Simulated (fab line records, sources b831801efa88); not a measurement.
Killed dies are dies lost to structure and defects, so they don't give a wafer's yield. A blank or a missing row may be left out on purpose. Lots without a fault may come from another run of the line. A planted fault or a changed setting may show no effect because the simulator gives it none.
fab line records | flow sky130
record lots=6 wafers=18 last_day=51
route steps=708 shown METAL2@495 VIA2@507 PAD_OPEN@708
lots that met no fault: from a run of the same line without faults
start_h: hours from the record's first day to the start of the lot's first wafer shown | wait_h: hours since the lot's step before | " the same as in the row above | L1.1+2: a row that stands for several wafers | - no value, or no start given | * or withheld: withheld | < > ~ a bound
route shown NAME@n: a module of which the file shows steps, and the number in the route of the first | usual: mean/standard deviation of fault-free wafers | same: alike in all rows | chamber/n: place in a boat | sites: the reading at each site | _std_site: their standard deviation | _edge_site: outer sites' mean less inner sites' | radius_mm: how far each site lies from the wafer's centre | mask NAME#n: copy n | behind: the tool/chamber that last shaped the wafer | hold: why the lot was held/for how many hours/how that ended | device: the transistor (n, p or np) that didn't switch | end of line: the same wafers' tests at the end of the route | a step without rows: its recipe alone | killed: dies lost to structure and defects at the first sort, not the wafer's yield | map: a wafer's dies, x killed, . not, _ none there
set.NAME: the setting as run; set.NAME@STEP: as run at that earlier step | model.NAME: the simulator's own value behind a step, which no gauge read
lots at some steps of the route; a table a step, a row a wafer
services: from which hour (start_h, from the record's first day; less than 0 if before it) a tool's chamber was out of use, for how many hours, and why
## steps
# step SKY_METAL2_EXPOSE_12
# recipe mask_id=MM2 na=0.8 source_shape=annular sigma_inner=0.55 sigma_outer=0.85 target_cd_nm=140 dose_mj=28
# step SKY_METAL2_PEB_13
# recipe peb_temp_c=withheld peb_time_s=withheld resist=KrF-thick
# step SKY_METAL2_DEVELOP_14
# recipe develop_time_s=60 resist=KrF-thick dev_temp_c=21
# step SKY_METAL2_CD_MEAS_15
# recipe target_cd_nm=140
# usual cd_nm=140.1/1.4
# columns lot.wafer tool chamber start_h wait_h cd_nm
L534.2 cd_sem-01 - 886.44 - 139.6
L534.3 " - " " 139.9
L534.5 " - " " 140.4
L535.2 cd_sem-02 - 892.44 - 139.9
L535.4 " - " " 139.9
L535.6 " - " " 138.8
L536.2 cd_sem-01 - 895.59 - 139.9
L536.3 " - " " 141.1
L536.6 " - " " 141.1
L537.3 cd_sem-01 - 911.08 - 142.6
L537.4 " - " " 140.4
L537.6 " - " " 141.7
L551.3 cd_sem-01 - 988.43 - 142.1
L551.5 " - " " 142.1
L551.6 " - " " 142.1
L552.1 cd_sem-01 - 998.92 - 140.3
L552.2 " - " " 139.8
L552.3 " - " " 139.4
# step SKY_METAL2_OVL_MEAS_16
# usual METAL2_OVL=6/6.3
# columns lot.wafer tool chamber start_h wait_h METAL2_OVL[nm]
L534.2 overlay-02 - 886.54 0.1 1
L534.3 " - " " -2
L534.5 " - " " 11
L535.2 overlay-01 - 892.54 0.1 19
L535.4 " - " " 8
L535.6 " - " " 9
L536.2 overlay-02 - 895.69 0.1 15
L536.3 " - " " 12
L536.6 " - " " 9
L537.3 overlay-01 - 911.17 0.1 16
L537.4 " - " " 5
L537.6 " - " " 19
L551.3 overlay-01 - 988.52 0.1 -1
L551.5 " - " " 13
L551.6 " - " " 2
L552.1 overlay-01 - 999.04 0.1 7
L552.2 " - " " 11
L552.3 " - " " 15
# step SKY_METAL2_DESCUM_17
# recipe chemistry=O2 source_power_w=150 bias_power_w=0 pressure_mtorr=10 temp_c=40 time_s=8
# usual drypump_motor_current_A=6.06/0.29 oes_product_au=0.997/0.011
# columns lot.wafer tool chamber start_h wait_h drypump_motor_current_A oes_product_au rf_hours_counter_h
L534.2 rie_metal-04 0 886.57 0.0 5.66 0.994 7
L534.3 " 0 " " 5.66 0.983 -
L534.5 " 1 " " 6.52 0.997 -
L535.2 rie_metal-03 1 892.57 0.0 5.82 1.004 4
L535.4 " 1 " " 5.80 1.006 -
L535.6 " 0 " " 6.16 0.989 -
L536.2 rie_metal-02 1 895.72 0.0 6.24 0.996 12
L536.3 " 1 " " 6.30 1.009 -
L536.6 " 1 " " 6.28 1.008 -
L537.3 rie_metal-03 1 911.21 0.0 5.84 1.004 -
L537.4 " 0 " " 6.15 0.980 -
L537.6 " 0 " " 6.16 0.985 -
L551.3 rie_metal-02 1 988.56 0.0 6.28 1.018 -
L551.5 " 1 " " 6.29 1.011 -
L551.6 " 0 " " 5.89 1.012 -
L552.1 rie_metal-04 1 999.07 0.0 6.50 0.986 8
L552.2 " 0 " " 5.64 0.974 13
L552.3 " 0 " " 5.65 0.988 -
# step SKY_METAL2_ETCH_18
# recipe chemistry=N2/H2 target=BARC ion_energy_ev=200 bias_w=100 pressure_mtorr=30 n2_flow_sccm=100 h2_flow_sccm=200 icp_w=500 stop_on=SiO2 time_s=45.9 target_depth_a=600
# usual drypump_motor_current_A=6.07/0.29 oes_product_au=0.855/0.0047 throttle_valve_pct=13.225/0.0094
# columns lot.wafer tool chamber start_h wait_h drypump_motor_current_A oes_product_au rf_hours_counter_h throttle_valve_pct
L534.2 rie_metal-04 0 886.60 0.0 5.65 0.852 7 13.213
L534.3 " 0 " " 5.65 0.848 - 13.221
L534.5 " 1 " " 6.50 0.860 - 13.224
L535.2 rie_metal-03 1 892.60 0.0 5.82 0.851 4 13.225
L535.4 " 1 " " 5.85 0.847 - 13.242
L535.6 " 0 " " 6.17 0.854 - 13.218
L536.2 rie_metal-02 1 895.75 0.0 6.24 0.853 12 13.210
L536.3 " 1 " " 6.29 0.860 - 13.230
L536.6 " 1 " " 6.29 0.853 - 13.247
L537.3 rie_metal-03 1 911.25 0.0 5.81 0.856 - 13.225
L537.4 " 0 " " 6.20 0.856 - 13.210
L537.6 " 0 " " 6.15 0.859 - 13.218
L551.3 rie_metal-02 1 988.60 0.0 6.31 0.858 - 13.226
L551.5 " 1 " " 6.29 0.845 - 13.234
L551.6 " 0 " " 5.87 0.851 - 13.214
L552.1 rie_metal-04 1 999.11 0.0 6.50 0.849 8 13.212
L552.2 " 0 " " 5.65 0.851 13 13.215
L552.3 " 0 " " 5.66 0.852 - 13.222
# step SKY_METAL2_METAL_ETCH_19
# recipe target_depth_a=3600 stop_on=SiO2 over_etch_frac=0.3 time_s=78 chemistry=Cl2/BCl3 resist_sidewall_deg=88 pressure_mtorr=10 icp_w=900 bias_w=48.5 Cl2_flow_sccm=60 bcl3_flow_sccm=30
# usual bcl3_flow_sccm=30.00/0.081 drypump_motor_current_A=6.06/0.29 oes_product_au=0.855/0.0053 throttle_valve_pct=22.264/0.01
# columns lot.wafer tool chamber start_h wait_h bcl3_flow_sccm drypump_motor_current_A oes_product_au rf_hours_counter_h throttle_valve_pct
L534.2 rie_metal-04 0 886.67 0.0 30.11 5.63 0.861 7 22.267
L534.3 " 0 " " 30.06 5.64 0.855 - 22.287
L534.5 " 1 " " 30.00 6.52 0.851 - 22.257
L535.2 rie_metal-03 1 892.67 0.0 30.08 5.83 0.853 4 22.275
L535.4 " 1 " " 29.93 5.83 0.850 - 22.253
L535.6 " 0 " " 30.11 6.16 0.857 - 22.264
L536.2 rie_metal-02 1 895.82 0.0 29.89 6.25 0.857 12 22.258
L536.3 " 1 " " 30.04 6.24 0.850 - 22.272
L536.6 " 1 " " 29.98 6.29 0.851 - 22.266
L537.3 rie_metal-03 1 911.32 0.1 30.07 5.78 0.856 - 22.254
L537.4 " 0 " " 30.11 6.14 0.852 - 22.282
L537.6 " 0 " " 30.06 6.13 0.855 - 22.251
L551.3 rie_metal-02 1 988.67 0.1 30.01 6.27 0.853 - 22.267
L551.5 " 1 " " 30.12 6.27 0.858 - 22.256
L551.6 " 0 " " 30.03 5.87 0.853 - 22.266
L552.1 rie_metal-04 1 999.17 0.0 29.98 6.50 0.854 8 22.276
L552.2 " 0 " " 30.06 5.65 0.852 13 22.268
L552.3 " 0 " " 30.17 5.63 0.866 - 22.261
# step SKY_METAL2_STRIP_20
# recipe chemistry=O2/N2 power_w=1400 pressure_mtorr=1500 platen_temp_c=withheld o2_flow_sccm=3000 n2_flow_sccm=300 overash_fraction=0.5
# usual drypump_motor_current_A=5.73/0.24 oes_product_au=0.343/0.0048 strip_time_to_endpoint_s=2.71/0.049
# columns lot.wafer tool chamber start_h wait_h drypump_motor_current_A oes_product_au rf_hours_counter_h strip_time_to_endpoint_s
L534.2 plasma_asher-04 0 886.76 0.1 5.92 0.349 45 2.75
L534.3 " 1 " " 5.86 0.349 - 2.74
L534.5 " 1 " " 5.87 0.334 - 2.70
L535.2 plasma_asher-02 0 892.76 0.1 5.69 0.345 15 2.70
L535.4 " 1 " " 5.93 0.345 - 2.70
L535.6 " 0 " " 5.69 0.340 - 2.78
L536.2 plasma_asher-04 1 895.91 0.1 5.86 0.343 46 2.65
L536.3 " 1 " " 5.84 0.335 - 2.64
L536.6 " 0 " " 5.92 0.336 - 2.64
L537.3 plasma_asher-04 0 911.41 0.1 5.89 0.344 - 2.69
L537.4 " 1 " " 5.83 0.344 - 2.73
L537.6 " 0 " " 5.89 0.343 - 2.77
L551.3 plasma_asher-04 0 988.77 0.1 5.89 0.340 - 2.67
L551.5 " 0 " " 5.90 0.339 - 2.67
L551.6 " 1 " " 5.84 0.346 - 2.67
L552.1 plasma_asher-04 1 999.26 0.1 5.88 0.342 56 2.74
L552.2 " 0 " " 5.93 0.345 56 2.76
L552.3 " 1 " " 5.88 0.349 - 2.78
# step SKY_METAL2_STRIP_21
# recipe chemistry=post_etch_residue_remover time_s=1200 temp_c=72.5
# step SKY_METAL2_CLEAN_22
# recipe chemistry=IPA time_s=180 temp_c=25
# step SKY_METAL2_CLEAN_23
# recipe chemistry=O3/DIW dry=n2_spin
# step SKY_VIA2_HDPCVD_00
# recipe material=SiO2 target_thk_nm=1180 sigma_open_frac=0.3 time_s=196.7 temp_c=400 sih4_flow_sccm=60 pressure_mtorr=6
# columns lot.wafer tool chamber start_h wait_h model.SiO2_of_VIA2_HDPCVD_00.thk_nm
L534.2 hdpcvd-02 2 887.35 0.0 1177
L534.3 " 1 " " 1169
L534.5 " 1 " " 1174
L535.2+6 hdpcvd-02 0 893.38 0.0 1162
L535.4 " 1 " " 1171
L536.2 hdpcvd-02 1 896.50 0.0 1173
L536.3 " 2 " " 1183
L536.6 " 2 " " 1161
L537.3 hdpcvd-01 0 912.00 0.0 1184
L537.4 " 0 " " 1155
L537.6 " 2 " " 1161
L551.3 hdpcvd-01 0 989.83 0.0 820.6
L551.5 " 2 " " 809.8
L551.6 " 0 " " 808.2
L552.1 hdpcvd-01 0 999.85 0.0 815.1
L552.2 " 1 " " 823.9
L552.3 " 2 " " 801.3
# step SKY_VIA2_THK_MEAS_01
# recipe reads=SiO2_of_VIA2_HDPCVD_00
# usual VIA2_HDPCVD_THK=1178/12
# columns lot.wafer tool chamber start_h wait_h VIA2_HDPCVD_THK[nm]
L534.2 film_metro-01 - 887.49 0.1 1176
L534.3 " - " " 1169
L534.5 " - " " 1175
L535.2 film_metro-03 - 893.52 0.1 1162
L535.4 " - " " 1172
L535.6 " - " " 1163
L536.2 film_metro-01 - 896.64 0.1 1173
L536.3 " - " " 1183
L536.6 " - " " 1162
L537.3 film_metro-01 - 912.15 0.1 1183
L537.4 " - " " 1156
L537.6 " - " " 1161
L551.3 film_metro-02 - 989.97 0.1 821
L551.5 " - " " 810
L551.6 " - " " 808
L552.1 film_metro-01 - 999.98 0.1 815
L552.2 " - " " 824
L552.3 " - " " 801
# step SKY_VIA2_CMP_02
# recipe material=SiO2 down_force_psi=4 platen_rpm=60 pad_velocity_m_s=0.94248
# usual head_pressure_psi=4.000/0.0086 motor_current_A=11.8/0.65
# columns lot.wafer tool chamber start_h wait_h head_pressure_psi motor_current_A
L534.3 cmp-02 1 887.54 0.0 4.006 12.2
L534.2 " 0 " " 3.993 12.5
L534.5 " 2 " " 3.989 12.8
L535.2 cmp-01 3 893.62 0.1 4.016 12.1
L535.4 " 1 " " 3.995 11.3
L535.6 " 3 " " 4.012 12.1
L536.3 cmp-01 2 896.74 0.1 3.999 11.9
L536.2 " 0 " " 3.994 10.2
L536.6 " 2 " " 4.003 11.2
L537.3 cmp-02 3 912.19 0.0 4.005 12.0
L537.4 " 1 " " 4.002 12.6
L537.6 " 3 " " 4.001 12.5
L551.3 cmp-02 0 990.16 0.2 3.992 11.6
L551.5 " 1 " " 3.979 11.9
L551.6 " 2 " " 4.007 12.3
L552.1 cmp-02 1 1000.04 0.1 4.012 12.1
L552.3 " 3 " " 4.006 12.6
L552.2 " 0 " " 3.999 11.8
# step SKY_PAD_OPEN_PROBE_99
# usual defect_limited_yield=82.6/2 killed_at_M0_to_M3=42/6.7 killed_at_M4_up=3.0/1.9 killed_at_contacts=24/5.3 killed_at_front_end=16/4.3 killed_at_other=0.4/0.71 killed_dies=85/9.6 killed_open=46/6.5 killed_short=39/6.7 sort_bin_3_pad_short=0.9/0.46 sort_bin_5_function=10.3/1.3 sort_bin_6_memory=6.2/1.1 sort_n_pass=407/9.6 sort_yield_pct=82.6/2
# same gross_dies=492 killed_at_back_side=0 sort_bin_4_leakage[%]=0 sort_bin_8_speed[%]=0
# columns lot.wafer tool chamber start_h wait_h defect_limited_yield[%] killed_at_M0_to_M3 killed_at_M4_up killed_at_contacts killed_at_front_end killed_at_other killed_dies killed_open killed_short sort_bin_3_pad_short[%] sort_bin_5_function[%] sort_bin_6_memory[%] sort_n_pass sort_yield_pct[%] model.etest.met3_comb.leak_log10_a_um
L534.2 prober-01 - 1135.06 0.1 83.7 43 1 18 18 0 80 36 44 0.8 8.5 6.9 412 83.7 -12.06
L534.3 prober-01 - 1135.11 0.2 83.5 36 4 20 21 0 81 43 38 0.6 10.2 5.7 411 83.5 -11.98
L534.5 prober-01 - 1135.21 0.2 83.3 37 3 21 21 0 82 42 39 0.2 10.4 6.1 410 83.3 -12.01
L535.2 prober-02 - 1141.56 0.1 84.3 39 2 22 14 0 77 43 34 1.4 9.3 4.9 415 84.3 -12.04
L535.4 prober-02 - 1141.66 0.2 83.7 44 1 21 14 0 80 36 44 0.4 11.2 4.7 412 83.7 -11.96
L535.6 prober-02 - 1141.76 0.2 80.7 55 2 19 19 0 95 53 42 1.2 10.4 7.7 397 80.7 -11.89
L536.2 prober-01 - 1142.51 0.1 86.2 30 2 25 11 0 68 39 29 0.6 9.1 4.1 424 86.2 -12.05
L536.3 prober-01 - 1142.56 0.2 81.9 44 2 27 16 0 89 53 36 0.6 10.6 6.9 403 81.9 -11.8
L536.6 prober-01 - 1142.71 0.2 82.1 45 3 23 17 0 88 51 37 1.0 10.0 6.9 404 82.1 -11.93
L537.3 prober-02 - 1155.20 0.2 83.3 36 3 19 23 1 82 40 41 2.0 8.5 6.1 410 83.3 -12.03
L537.4 prober-02 - 1155.25 0.2 86.2 35 3 19 11 0 68 36 32 0.8 10.0 3.0 424 86.2 -12.04
L537.6 prober-02 - 1155.35 0.2 84.8 27 5 27 16 0 75 44 31 0 7.7 7.5 417 84.8 -12
L551.3 prober-02 - 1208.82 0.2 80.9 44 6 30 14 0 94 58 36 0.2 12.6 6.3 398 80.9 -11.97
L551.5 prober-02 - 1208.92 0.2 82.9 42 5 21 16 0 84 53 31 0.6 11.2 5.3 408 82.9 -11.76
L551.6 prober-02 - 1208.97 0.2 83.7 34 3 26 15 2 80 47 33 1.0 8.3 6.9 412 83.7 -11.8
L552.1 prober-01 - 1217.01 0.1 82.3 43 2 23 19 0 87 43 44 1.6 9.8 6.3 405 82.3 -11.86
L552.2 prober-01 - 1217.06 0.1 81.3 48 3 26 14 1 92 49 40 2.2 10.4 6.1 400 81.3 -11.75
L552.3 prober-01 - 1217.11 0.2 84.6 38 3 15 19 1 76 42 34 1.0 8.3 6.1 416 84.6 -11.38
# killed by level:class
L534.2 METAL1:geometric_particle:short=8 LOCAL_INTERCONNECT:geometric_particle:short=7 VIA1:geometric_particle:open=7 VIA2:geometric_particle:short=7 VIA2:geometric_particle:open=6 POLY_GATE:geometric_particle:open=6 POLY_GATE:geometric_particle:short=4 CONTACT:geometric_particle:short=4
L534.3 VIA1:geometric_particle:open=7 VIA2:geometric_particle:open=7 POLY_GATE:geometric_particle:short=6 POLY_GATE:geometric_particle:open=6 METAL1:geometric_particle:short=6 LI_CONTACT:geometric_particle:open=5 CONTACT:geometric_particle:open=5 CONTACT:geometric_particle:short=5
L534.5 CONTACT:geometric_particle:open=8 VIA1:geometric_particle:open=8 METAL1:geometric_particle:short=7 VIA3:geometric_particle:open=7 POLY_GATE:geometric_particle:open=6 POLY_GATE:geometric_particle:short=6 LI_CONTACT:geometric_particle:open=5 VIA2:geometric_particle:short=5
L535.2 CONTACT:geometric_particle:open=8 METAL1:geometric_particle:short=6 METAL2:geometric_particle:short=6 VIA3:geometric_particle:open=6 LI_CONTACT:geometric_particle:open=5 LOCAL_INTERCONNECT:geometric_particle:short=5 VIA1:geometric_particle:open=5 POLY_GATE:geometric_particle:open=4
L535.4 METAL1:geometric_particle:short=10 METAL2:geometric_particle:short=7 VIA1:geometric_particle:open=6 CONTACT:geometric_particle:open=6 LI_CONTACT:geometric_particle:open=5 CONTACT:geometric_particle:short=5 POLY_GATE:geometric_particle:open=4 LOCAL_INTERCONNECT:geometric_particle:short=4
L535.6 VIA1:geometric_particle:open=11 VIA3:geometric_particle:open=9 LI_CONTACT:geometric_particle:open=9 METAL1:geometric_particle:short=9 VIA1:geometric_particle:short=8 VIA2:geometric_particle:open=7 CONTACT:geometric_particle:open=5 SONOS_ONO:geometric_particle:open=4
L536.2 CONTACT:geometric_particle:open=11 VIA1:geometric_particle:open=9 LI_CONTACT:geometric_particle:open=6 METAL1:geometric_particle:short=6 VIA1:geometric_particle:short=4 VIA3:geometric_particle:open=4 FIELD_ISO:geometric_particle:short=3 LOCAL_INTERCONNECT:geometric_particle:short=3
L536.3 VIA1:geometric_particle:open=15 CONTACT:geometric_particle:open=10 VIA3:geometric_particle:open=8 LI_CONTACT:geometric_particle:open=6 POLY_GATE:geometric_particle:short=5 METAL1:geometric_particle:short=5 VIA1:geometric_particle:short=4 FIELD_ISO:geometric_particle:open=4
L536.6 VIA3:geometric_particle:open=10 CONTACT:geometric_particle:open=8 VIA2:geometric_particle:open=7 POLY_GATE:geometric_particle:open=7 LI_CONTACT:geometric_particle:open=6 METAL1:geometric_particle:short=5 VIA2:geometric_particle:short=5 CONTACT:geometric_particle:short=4
L537.3 VIA1:geometric_particle:open=9 LI_CONTACT:geometric_particle:open=7 FIELD_ISO:geometric_particle:short=5 POLY_GATE:geometric_particle:open=5 METAL1:geometric_particle:short=5 VIA1:geometric_particle:short=5 POLY_GATE:geometric_particle:short=4 VIA2:geometric_particle:short=4
L537.4 VIA1:geometric_particle:open=10 METAL2:geometric_particle:short=7 LI_CONTACT:geometric_particle:open=6 CONTACT:geometric_particle:open=6 VIA2:geometric_particle:open=5 FIELD_ISO:geometric_particle:short=3 METAL1:geometric_particle:short=3 METAL4:geometric_particle:short=3
L537.6 LI_CONTACT:geometric_particle:open=10 CONTACT:geometric_particle:open=9 VIA1:geometric_particle:open=8 FIELD_ISO:geometric_particle:short=5 POLY_GATE:geometric_particle:short=5 VIA3:geometric_particle:open=5 VIA2:geometric_particle:short=4 POLY_GATE:geometric_particle:open=4
L551.3 LI_CONTACT:geometric_particle:open=12 VIA1:geometric_particle:open=11 VIA2:geometric_particle:open=7 LI_CONTACT:geometric_particle:short=6 CONTACT:geometric_particle:open=6 VIA3:geometric_particle:open=6 VIA1:geometric_particle:short=5 FIELD_ISO:geometric_particle:open=5
L551.5 VIA1:geometric_particle:open=10 LI_CONTACT:geometric_particle:open=7 VIA3:geometric_particle:open=7 CONTACT:geometric_particle:open=7 VIA2:geometric_particle:open=7 VIA1:geometric_particle:short=6 FIELD_ISO:geometric_particle:open=5 FIELD_ISO:geometric_particle:short=4
L551.6 LI_CONTACT:geometric_particle:open=9 CONTACT:geometric_particle:open=7 VIA1:geometric_particle:open=7 VIA2:geometric_particle:open=6 FIELD_ISO:geometric_particle:open=5 METAL2:geometric_particle:short=5 POLY_GATE:geometric_particle:open=4 LI_CONTACT:geometric_particle:short=4
L552.1 VIA1:geometric_particle:open=10 METAL1:geometric_particle:short=7 CONTACT:geometric_particle:short=7 FIELD_ISO:geometric_particle:short=6 FIELD_ISO:geometric_particle:open=6 LI_CONTACT:geometric_particle:open=5 CONTACT:geometric_particle:open=5 VIA3:geometric_particle:open=5
L552.2 CONTACT:geometric_particle:open=14 VIA1:geometric_particle:open=10 VIA1:geometric_particle:short=6 VIA3:geometric_particle:open=6 VIA2:geometric_particle:open=5 FIELD_ISO:geometric_particle:open=4 LOCAL_INTERCONNECT:geometric_particle:short=4 CONTACT:geometric_particle:short=4
L552.3 VIA1:geometric_particle:open=9 CONTACT:geometric_particle:open=6 CONTACT:geometric_particle:short=6 VIA3:geometric_particle:open=6 FIELD_ISO:geometric_particle:open=5 POLY_GATE:geometric_particle:open=5 METAL2:geometric_particle:short=5 VIA1:geometric_particle:short=4
## services
# columns tool chamber start_h hours kind
hdpcvd-01 - 878.92 22.1 repair
cmp-02 - 894.23 13.3 pm
hdpcvd-02 - 898.95 0.6 repair
cmp-01 - 912.00 4.0 pm
cmp-02 - 915.41 2.3 repair
cmp-01 - 916.00 - consumable_replace:conditioner
cmp-01 - 916.00 - consumable_replace:pad
hdpcvd-01 0 943.97 3.6 repair
hdpcvd-02 - 950.25 15.0 pm
hdpcvd-02 0 950.25 15.0 vent_cycle
hdpcvd-02 1 950.25 15.0 vent_cycle
hdpcvd-02 2 950.25 15.0 vent_cycle
cmp-01 - 950.76 2.6 repair
rie_metal-03 1 964.36 25.9 repair
hdpcvd-02 0 965.25 - clean
hdpcvd-02 1 965.25 - clean
hdpcvd-02 2 965.25 - clean
cmp-02 - 972.12 3.2 repair
## key
first_sign step=SKY_VIA2_THK_MEAS_01 reading=VIA2_HDPCVD_THK direction=down sigmas=30 usual=1178 struck=813
effect none on later readings
model_effect step=SKY_VIA2_HDPCVD_00 value=SiO2_of_VIA2_HDPCVD_00.thk_nm without=1178 struck=813.2
model_effect step=SKY_PAD_OPEN_PROBE_99 value=etest.met3_comb.leak_log10_a_um without=-12 struck=-11.75
met_at SKY_VIA2_HDPCVD_00
struck_wafers L551.3,L551.5,L551.6,L552.1,L552.2,L552.3
onset_between 912.00 989.83
also_fits time
fault kind=process_parameter_drift tool=hdpcvd-01 chamber=- onset_h=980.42 steps=SKY_VIA2_HDPCVD_00 channel=target_thk_nm offset=-364.98 shape=step end_h=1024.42 acts_in=these_recipes_only stated=1180
